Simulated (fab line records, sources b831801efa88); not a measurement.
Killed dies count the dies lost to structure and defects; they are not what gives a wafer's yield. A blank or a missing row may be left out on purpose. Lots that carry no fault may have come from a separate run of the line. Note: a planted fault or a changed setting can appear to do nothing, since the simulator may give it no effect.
What tool caused it? / flow sky130 / 10 lots with 30 wafers sampled at 6 steps, on a route of 708 steps

## WHAT THE GAUGES READ, wafer by wafer
SKY_VT_ADJUST_LVTN_TW_MEAS_21. Usual: for VT_ADJUST_LVTN_2_TW the level is 189.4 and the standard deviation is 3.
lot=L920; measured=day 7 17:38; on=film metro-03; VT_ADJUST_LVTN_2_TW=188.8 189.8 189.3; flag=
lot=L921; measured=day 8 01:17; on=film metro-03; VT_ADJUST_LVTN_2_TW=189.0 189.9 189.3; flag=
lot=L926; measured=day 9 13:16; on=film metro-04; VT_ADJUST_LVTN_2_TW=29.7 29.7 29.7 29.8 29.7 29.6; flag=OFF
lot=L933; measured=day 11 08:40; on=film metro-04; VT_ADJUST_LVTN_2_TW=186.7 187.2 186.6; flag=
lot=L936; measured=day 12 04:56; on=film metro-04; VT_ADJUST_LVTN_2_TW=188.2 188.5 186.5; flag=
lot=L937; measured=day 12 22:53; on=film metro-03; VT_ADJUST_LVTN_2_TW=188.8 189.3 187.2; flag=
lot=L939; measured=day 13 03:38; on=film metro-03; VT_ADJUST_LVTN_2_TW=189.3 189.6 190.0; flag=
lot=L940; measured=day 13 13:02; on=film metro-04; VT_ADJUST_LVTN_2_TW=185.6 184.7 184.9; flag=
lot=L941; measured=day 13 13:40; on=film metro-01; VT_ADJUST_LVTN_2_TW=193.4 193.3 192.5; flag=
lot=L942; measured=day 13 22:28; on=film metro-01; VT_ADJUST_LVTN_2_TW=192.2 191.7 193.3; flag=

SKY_SONOS_TUNNEL_CD_MEAS_07: target cd 410 nm. Usual: cd nm reads 409.6 nm (standard deviation 2.8).
lot=L920; measured=day 11 09:22; on=cd sem-01; cd nm (nm)=414.4 413.9 412.1; flag=
lot=L921; measured=day 11 18:22; on=cd sem-02; cd nm (nm)=408.9 408.2 407.8; flag=
lot=L933; measured=day 15 15:12; on=cd sem-01; cd nm (nm)=402.7 406.3 406.4; flag=
lot=L936; measured=day 16 13:42; on=cd sem-02; cd nm (nm)=415.1 415.2 413.4; flag=
lot=L937; measured=day 17 10:24; on=cd sem-02; cd nm (nm)=411.6 411.6 411.4; flag=
lot=L939; measured=day 17 17:47; on=cd sem-02; cd nm (nm)=410.9 408.9 410.4; flag=
lot=L940; measured=day 18 04:17; on=cd sem-01; cd nm (nm)=412.2 410.2 410.5; flag=
lot=L941; measured=day 18 04:29; on=cd sem-01; cd nm (nm)=405.9 406.0 407.9; flag=
lot=L942; measured=day 18 13:53; on=cd sem-02; cd nm (nm)=408.1 408.3 408.0; flag=

## WHICH TOOL RAN EACH LOT (tool, then ch and the chambers of the sampled wafers, then the start)
lot=L920; SKY_PWDE_STRIP_09=plasma asher-04 ch 0,1, day 3 19:49; SKY_NWELL_RTA_28=rtp anneal-02 ch 0, day 5 07:03; SKY_VT_ADJUST_LVTN_STRIP_09=plasma asher-01 ch 0,1, day 6 20:43; SKY_VT_ADJUST_LVTN_STRIP_20=plasma asher-01 ch 0,1, day 7 17:33
lot=L921; SKY_PWDE_STRIP_09=plasma asher-02 ch 0,1, day 4 02:47; SKY_NWELL_RTA_28=rtp anneal-01 ch 0, day 5 13:42; SKY_VT_ADJUST_LVTN_STRIP_09=plasma asher-03 ch 0,1, day 7 04:58; SKY_VT_ADJUST_LVTN_STRIP_20=plasma asher-03 ch 0,1, day 8 01:11
lot=L926; SKY_PWDE_STRIP_09=plasma asher-04 ch 0,1, day 5 06:32; SKY_NWELL_RTA_28=rtp anneal-02 ch 0, day 6 21:16; SKY_VT_ADJUST_LVTN_STRIP_09=plasma asher-03 ch 1, day 8 14:56; SKY_VT_ADJUST_LVTN_STRIP_20=plasma asher-01 ch 0,1, day 9 13:10
lot=L933; SKY_PWDE_STRIP_09=plasma asher-03 ch 0,1, day 6 20:02; SKY_NWELL_RTA_28=rtp anneal-02 ch 0, day 8 13:02; SKY_VT_ADJUST_LVTN_STRIP_09=plasma asher-01 ch 0,1, day 10 08:47; SKY_VT_ADJUST_LVTN_STRIP_20=plasma asher-03 ch 0,1, day 11 08:34
lot=L936; SKY_PWDE_STRIP_09=plasma asher-04 ch 0,1, day 7 15:14; SKY_NWELL_RTA_28=rtp anneal-01 ch 0, day 9 08:36; SKY_VT_ADJUST_LVTN_STRIP_09=plasma asher-01 ch 0,1, day 11 05:23; SKY_VT_ADJUST_LVTN_STRIP_20=plasma asher-04 ch 0,1, day 12 04:50
lot=L937; SKY_PWDE_STRIP_09=plasma asher-03 ch 0,1, day 8 03:08; SKY_NWELL_RTA_28=rtp anneal-01 ch 0, day 9 23:09; SKY_VT_ADJUST_LVTN_STRIP_09=plasma asher-04 ch 0,1, day 11 22:26; SKY_VT_ADJUST_LVTN_STRIP_20=plasma asher-03 ch 0,1, day 12 22:47
lot=L939; SKY_PWDE_STRIP_09=plasma asher-02 ch 0,1, day 8 08:44; SKY_NWELL_RTA_28=rtp anneal-02 ch 0, day 10 04:05; SKY_VT_ADJUST_LVTN_STRIP_09=plasma asher-04 ch 0,1, day 12 02:28; SKY_VT_ADJUST_LVTN_STRIP_20=plasma asher-01 ch 0,1, day 13 03:32
lot=L940; SKY_PWDE_STRIP_09=plasma asher-02 ch 0,1, day 8 15:08; SKY_NWELL_RTA_28=rtp anneal-01 ch 0, day 10 12:14; SKY_VT_ADJUST_LVTN_STRIP_09=plasma asher-03 ch 0,1, day 12 11:49; SKY_VT_ADJUST_LVTN_STRIP_20=plasma asher-04 ch 0,1, day 13 12:56
lot=L941; SKY_PWDE_STRIP_09=plasma asher-03 ch 0, day 8 17:02; SKY_NWELL_RTA_28=rtp anneal-02 ch 0, day 10 13:03; SKY_VT_ADJUST_LVTN_STRIP_09=plasma asher-03 ch 0,1, day 12 13:08; SKY_VT_ADJUST_LVTN_STRIP_20=plasma asher-03 ch 0,1, day 13 13:34
lot=L942; SKY_PWDE_STRIP_09=plasma asher-04 ch 0,1, day 8 22:26; SKY_NWELL_RTA_28=rtp anneal-02 ch 0, day 10 20:25; SKY_VT_ADJUST_LVTN_STRIP_09=plasma asher-03 ch 0,1, day 12 20:44; SKY_VT_ADJUST_LVTN_STRIP_20=plasma asher-03 ch 0,1, day 13 22:22
- SKY_PWDE_STRIP_09: strips in O2/N2.
- SKY_NWELL_RTA_28: time 30 s.
- SKY_VT_ADJUST_LVTN_STRIP_09: strips in O2/N2.
- SKY_VT_ADJUST_LVTN_STRIP_20: strips in O2/N2.

## WHAT THE TOOLS THEMSELVES READ (means of the sampled wafers that have a number; where no wafer has one, the mark that the record gives instead)
SKY_PWDE_STRIP_09. Usual: drypump motor current A 5.9 A, standard deviation 0.38; n2 flow sccm 300.0 sccm, standard deviation 0.89; oes product au 0.723 a.u., standard deviation 0.0047; strip time to endpoint s 36.97 s, standard deviation 0.098.
lot=L920; tool=plasma asher-04; drypump motor current A (A)=6.2; n2 flow sccm (sccm)=301.1; oes product au (a.u.)=0.726; strip time to endpoint s (s)=37.11; flag=
lot=L921; tool=plasma asher-02; drypump motor current A (A)=5.7; n2 flow sccm (sccm)=299.9; oes product au (a.u.)=0.723; strip time to endpoint s (s)=37.07; flag=
lot=L926; tool=plasma asher-04; drypump motor current A (A)=6.1; n2 flow sccm (sccm)=299.6; oes product au (a.u.)=0.721; strip time to endpoint s (s)=37.04; flag=
lot=L933; tool=plasma asher-03; drypump motor current A (A)=5.7; n2 flow sccm (sccm)=299.9; oes product au (a.u.)=0.724; strip time to endpoint s (s)=36.79; flag=
lot=L936; tool=plasma asher-04; drypump motor current A (A)=6.1; n2 flow sccm (sccm)=299.8; oes product au (a.u.)=0.730; strip time to endpoint s (s)=37.08; flag=
lot=L937; tool=plasma asher-03; drypump motor current A (A)=5.7; n2 flow sccm (sccm)=299.1; oes product au (a.u.)=0.720; strip time to endpoint s (s)=36.90; flag=
lot=L939; tool=plasma asher-02; drypump motor current A (A)=5.9; n2 flow sccm (sccm)=299.8; oes product au (a.u.)=0.724; strip time to endpoint s (s)=36.95; flag=
lot=L940; tool=plasma asher-02; drypump motor current A (A)=5.7; n2 flow sccm (sccm)=300.1; oes product au (a.u.)=0.724; strip time to endpoint s (s)=36.99; flag=
lot=L941; tool=plasma asher-03; drypump motor current A (A)=6.1; n2 flow sccm (sccm)=298.1; oes product au (a.u.)=0.722; strip time to endpoint s (s)=36.80; flag=
lot=L942; tool=plasma asher-04; drypump motor current A (A)=6.2; n2 flow sccm (sccm)=300.7; oes product au (a.u.)=0.724; strip time to endpoint s (s)=37.01; flag=

SKY_NWELL_RTA_28. Usual: lamp power pct 25.31 %, standard deviation 0.056; wafer_temp_C_max 1054.9, standard deviation 0.85.
lot=L920; tool=rtp anneal-02; lamp power pct (%)=25.33; wafer_temp_C_max=1054.5; flag=
lot=L921; tool=rtp anneal-01; lamp power pct (%)=25.30; wafer_temp_C_max=1054.8; flag=
lot=L926; tool=rtp anneal-02; lamp power pct (%)=25.28; wafer_temp_C_max=1055.4; flag=
lot=L933; tool=rtp anneal-02; lamp power pct (%)=25.29; wafer_temp_C_max=1055.3; flag=
lot=L936; tool=rtp anneal-01; lamp power pct (%)=25.27; wafer_temp_C_max=1056.4; flag=
lot=L937; tool=rtp anneal-01; lamp power pct (%)=25.33; wafer_temp_C_max=1054.7; flag=
lot=L939; tool=rtp anneal-02; lamp power pct (%)=25.27; wafer_temp_C_max=1054.4; flag=
lot=L940; tool=rtp anneal-01; lamp power pct (%)=25.35; wafer_temp_C_max=1055.5; flag=
lot=L941; tool=rtp anneal-02; lamp power pct (%)=25.27; wafer_temp_C_max=1054.6; flag=
lot=L942; tool=rtp anneal-02; lamp power pct (%)=25.27; wafer_temp_C_max=1054.4; flag=

SKY_VT_ADJUST_LVTN_STRIP_09. Usual: drypump motor current A 6.1 A, standard deviation 0.41; n2 flow sccm 300.1 sccm, standard deviation 0.78; oes product au 0.722 a.u., standard deviation 0.0047; strip time to endpoint s 36.93 s, standard deviation 0.15.
lot=L920; tool=plasma asher-01; drypump motor current A (A)=6.4; n2 flow sccm (sccm)=300.6; oes product au (a.u.)=0.719; strip time to endpoint s (s)=36.75; flag=
lot=L921; tool=plasma asher-03; drypump motor current A (A)=5.7; n2 flow sccm (sccm)=300.3; oes product au (a.u.)=0.722; strip time to endpoint s (s)=36.98; flag=
lot=L926; tool=plasma asher-03; drypump motor current A (A)=5.5; n2 flow sccm (sccm)=300.1; oes product au (a.u.)=0.939; strip time to endpoint s (s)=-; flag=OFF
lot=L933; tool=plasma asher-01; drypump motor current A (A)=6.4; n2 flow sccm (sccm)=300.1; oes product au (a.u.)=0.720; strip time to endpoint s (s)=36.67; flag=
lot=L936; tool=plasma asher-01; drypump motor current A (A)=6.4; n2 flow sccm (sccm)=300.0; oes product au (a.u.)=0.721; strip time to endpoint s (s)=36.84; flag=
lot=L937; tool=plasma asher-04; drypump motor current A (A)=6.2; n2 flow sccm (sccm)=299.4; oes product au (a.u.)=0.721; strip time to endpoint s (s)=37.11; flag=
lot=L939; tool=plasma asher-04; drypump motor current A (A)=6.1; n2 flow sccm (sccm)=300.3; oes product au (a.u.)=0.720; strip time to endpoint s (s)=37.13; flag=
lot=L940; tool=plasma asher-03; drypump motor current A (A)=5.7; n2 flow sccm (sccm)=300.3; oes product au (a.u.)=0.721; strip time to endpoint s (s)=36.95; flag=
lot=L941; tool=plasma asher-03; drypump motor current A (A)=5.9; n2 flow sccm (sccm)=300.8; oes product au (a.u.)=0.723; strip time to endpoint s (s)=36.92; flag=
lot=L942; tool=plasma asher-03; drypump motor current A (A)=5.9; n2 flow sccm (sccm)=300.5; oes product au (a.u.)=0.721; strip time to endpoint s (s)=36.86; flag=

SKY_VT_ADJUST_LVTN_STRIP_20. Usual: drypump motor current A 6.0 A, standard deviation 0.41; n2 flow sccm 300.1 sccm, standard deviation 0.89; oes product au 0.716 a.u., standard deviation 0.0047; strip time to endpoint s 14.19 s, standard deviation 0.05.
lot=L920; tool=plasma asher-01; drypump motor current A (A)=6.3; n2 flow sccm (sccm)=300.0; oes product au (a.u.)=0.713; strip time to endpoint s (s)=14.14; flag=
lot=L921; tool=plasma asher-03; drypump motor current A (A)=5.7; n2 flow sccm (sccm)=299.3; oes product au (a.u.)=0.713; strip time to endpoint s (s)=14.24; flag=
lot=L926; tool=plasma asher-01; drypump motor current A (A)=6.0; n2 flow sccm (sccm)=299.9; oes product au (a.u.)=0.720; strip time to endpoint s (s)=34.76; flag=OFF
lot=L933; tool=plasma asher-03; drypump motor current A (A)=5.7; n2 flow sccm (sccm)=300.2; oes product au (a.u.)=0.718; strip time to endpoint s (s)=14.17; flag=
lot=L936; tool=plasma asher-04; drypump motor current A (A)=6.1; n2 flow sccm (sccm)=300.7; oes product au (a.u.)=0.717; strip time to endpoint s (s)=14.20; flag=
lot=L937; tool=plasma asher-03; drypump motor current A (A)=5.9; n2 flow sccm (sccm)=301.1; oes product au (a.u.)=0.716; strip time to endpoint s (s)=14.12; flag=
lot=L939; tool=plasma asher-01; drypump motor current A (A)=6.0; n2 flow sccm (sccm)=299.9; oes product au (a.u.)=0.714; strip time to endpoint s (s)=14.17; flag=
lot=L940; tool=plasma asher-04; drypump motor current A (A)=6.2; n2 flow sccm (sccm)=300.4; oes product au (a.u.)=0.717; strip time to endpoint s (s)=14.21; flag=
lot=L941; tool=plasma asher-03; drypump motor current A (A)=5.7; n2 flow sccm (sccm)=300.2; oes product au (a.u.)=0.717; strip time to endpoint s (s)=14.26; flag=
lot=L942; tool=plasma asher-03; drypump motor current A (A)=5.9; n2 flow sccm (sccm)=299.0; oes product au (a.u.)=0.715; strip time to endpoint s (s)=14.23; flag=

## THE ANSWER, worked out from the rows above alone
Rule: take the mean of a lot's wafers that have a number; if it is more than 3 standard deviations from the usual mean, the lot is off. A lot without any number at a reading at which 4 lots or more have one is off too. Where the step has rows for the other lots, those lots are counted as sound. The gauges are gone through in route order, then the tools' own readings, and for those a lot's mean is taken as printed above. The first step at which some lot is off is used, and at that step the reading that is off furthest; a lot without a number counts as furthest.
Off: L926, at SKY_VT_ADJUST_LVTN_TW_MEAS_21 (VT_ADJUST_LVTN_2_TW).
A tool fits if, at a process step before that reading, it ran every lot that is off, and no sound lot after the first of them. Not tried: the gauges at SKY_VT_ADJUST_LVTN_TW_MEAS_21; whatever is off there is also off at SKY_VT_ADJUST_LVTN_STRIP_09, on other tools, and gauge error can't account for it. Of those tried, none fits.

## WHAT THE SIMULATOR HAD INSERTED
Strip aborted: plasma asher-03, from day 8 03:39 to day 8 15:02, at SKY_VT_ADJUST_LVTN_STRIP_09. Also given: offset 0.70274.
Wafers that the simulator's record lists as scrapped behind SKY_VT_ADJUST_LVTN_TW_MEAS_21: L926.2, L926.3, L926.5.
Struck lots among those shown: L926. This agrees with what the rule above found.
